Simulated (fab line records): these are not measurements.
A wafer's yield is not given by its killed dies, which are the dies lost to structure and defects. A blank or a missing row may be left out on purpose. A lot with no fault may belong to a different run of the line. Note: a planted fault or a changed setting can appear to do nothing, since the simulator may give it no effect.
Chamber matching / flow sky130 / SKY_VIA1_ETCH_15 on rieDiel-03: 4 sister chambers
The step etches SiO2 in C4F8/O2/Ar, stops on TiN, target depth 351 nm, time 54 s. 8 wafers are shown with their chamber, then 7 later ones without.

== WAFERS WITH THEIR CHAMBER ==
wafer=L078.4; chamber=1; oesProductAu (a.u.)=0.984
wafer=L078.6; chamber=3; oesProductAu (a.u.)=0.975
wafer=L082.3; chamber=0; oesProductAu (a.u.)=0.981
wafer=L083.3; chamber=2; oesProductAu (a.u.)=0.980
wafer=L083.4; chamber=0; oesProductAu (a.u.)=0.983
wafer=L083.5; chamber=1; oesProductAu (a.u.)=0.983
wafer=L091.1; chamber=3; oesProductAu (a.u.)=0.988
wafer=L091.3; chamber=2; oesProductAu (a.u.)=0.985

== WAFERS WITHOUT THEIR CHAMBER ==
wafer=L091.5; oesProductAu (a.u.)=0.977
wafer=L095.1; oesProductAu (a.u.)=0.979
wafer=L095.3; oesProductAu (a.u.)=0.978
wafer=L095.6; oesProductAu (a.u.)=0.984
wafer=L097.1; oesProductAu (a.u.)=0.984
wafer=L097.2; oesProductAu (a.u.)=0.985
wafer=L097.3; oesProductAu (a.u.)=0.981

== EACH ONE'S CHAMBER ==
wafer=L091.5; from the rows above=can't be placed: 3 or 0 or 2 or 1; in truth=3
wafer=L095.1; from the rows above=can't be placed: 3 or 0 or 2 or 1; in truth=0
wafer=L095.3; from the rows above=can't be placed: 3 or 0 or 2 or 1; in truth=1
wafer=L095.6; from the rows above=can't be placed: 1 or 2 or 0 or 3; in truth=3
wafer=L097.1; from the rows above=can't be placed: 1 or 2 or 0 or 3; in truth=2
wafer=L097.2; from the rows above=can't be placed: 1 or 2 or 0 or 3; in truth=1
wafer=L097.3; from the rows above=can't be placed: 3 or 0 or 2 or 1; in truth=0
Correctly placed: 0 of 7. These rows do not allow placing 7 (true chamber among the candidates in 7). Number placed wrongly: 0.
How it was worked out, from the rows above alone: a wafer's distance from a chamber is the root of the sum, over the readings, of the square of ((its reading less the chamber's mean) divided by the reading's scatter). If the next closest chamber is less than 2 further off than the closest, the wafer can't be placed; otherwise it belongs to the closest. For every chamber, the mean is computed from those of its wafers that are shown. How the scatter is found: for the shown wafers, subtract from each reading the mean of its chamber, square and add these, divide the total by (wafers less chambers), then take the root.
